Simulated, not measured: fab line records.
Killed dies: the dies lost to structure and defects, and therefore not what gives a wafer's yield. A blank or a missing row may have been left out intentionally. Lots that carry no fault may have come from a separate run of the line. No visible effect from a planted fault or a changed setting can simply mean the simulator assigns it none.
One fault seen from 2 desks | flow gf180mcu | each desk holds nothing but its own numbers, with what lay behind them at the end

## FOR THE TOOL OWNER'S DESK: rie-diel-03
The tool's own readings at GF_POLY_GATE_ETCH_12 (etches BARC in N2/H2): means of the sampled wafers that have a number, for each lot that ran on this tool. The brackets show how far a lot's mean lies from the usual mean; more than 4 standard deviations puts the lot out of limits, marked OUT.
Columns: A = drypump-motor-current-A at GF_POLY_GATE_ETCH_12, usual 5.8 A; B = oes-product-au at GF_POLY_GATE_ETCH_12, usual 0.736 a.u.; C = throttle-valve-pct at GF_POLY_GATE_ETCH_12, usual 13.215 %
lot  | first seen here | A   | B     | C
L208 | day 9 17:41     | 5.8 | 0.740 | 13.220
L209 | day 10 01:31    | 6.0 | 0.735 | 13.206
L210 | day 10 09:44    | 6.0 | 0.741 | 13.219
L211 | day 10 17:14    | 5.7 | 0.735 | 13.223
L225 | day 14 19:40    | 5.8 | 0.734 | 13.218
L228 | day 15 18:32    | 5.8 | 0.736 | 13.209
L229 | day 16 02:31    | 6.0 | 0.735 | 13.221
This desk's finding: nothing out of limits on any of the 7 lots.

## THE METROLOGY DESK
Lot by lot, what the gauges showed, no matter which tool ran the lot: averages of those sampled wafers that carry a number. The brackets show how far a lot's mean lies from the usual mean; more than 4 standard deviations puts the lot out of limits, marked OUT.
Columns: A = cd-nm at GF_TOP_METAL_CD_MEAS_14, usual 439.5 nm; B = PASSIVATION_CVD_02_THK at GF_PASSIVATION_THK_MEAS_03, usual 699 nm
lot  | first seen here | A     | B
L208 | day 28 12:09    | 439.5 | 698
L209 | day 29 00:46    | 439.2 | 706
L210 | day 29 06:21    | 440.0 | 696
L211 | day 29 14:58    | 441.3 | 704
L212 | day 29 23:49    | 439.0 | 697
L219 | day 32 03:29    | 441.8 | 705
L221 | day 32 16:38    | 441.7 | 695
L222 | day 32 20:41    | 441.1 | 708
L223 | day 32 22:05    | 437.9 | 692
L224 | day 33 06:32    | 440.3 | 695
L225 | day 33 07:49    | 438.4 | 693
L226 | day 33 18:41    | 441.0 | 696
L228 | day 34 00:36    | 438.4 | 699
L229 | day 34 04:45    | 438.9 | 703
This desk's finding: nothing out of limits on any of the 14 lots.

## PUT TOGETHER
Nothing out of limits was seen by the tool owner's desk.
Metrology desk: nothing out of limits seen.

## WHAT THE SIMULATOR HAD INSERTED
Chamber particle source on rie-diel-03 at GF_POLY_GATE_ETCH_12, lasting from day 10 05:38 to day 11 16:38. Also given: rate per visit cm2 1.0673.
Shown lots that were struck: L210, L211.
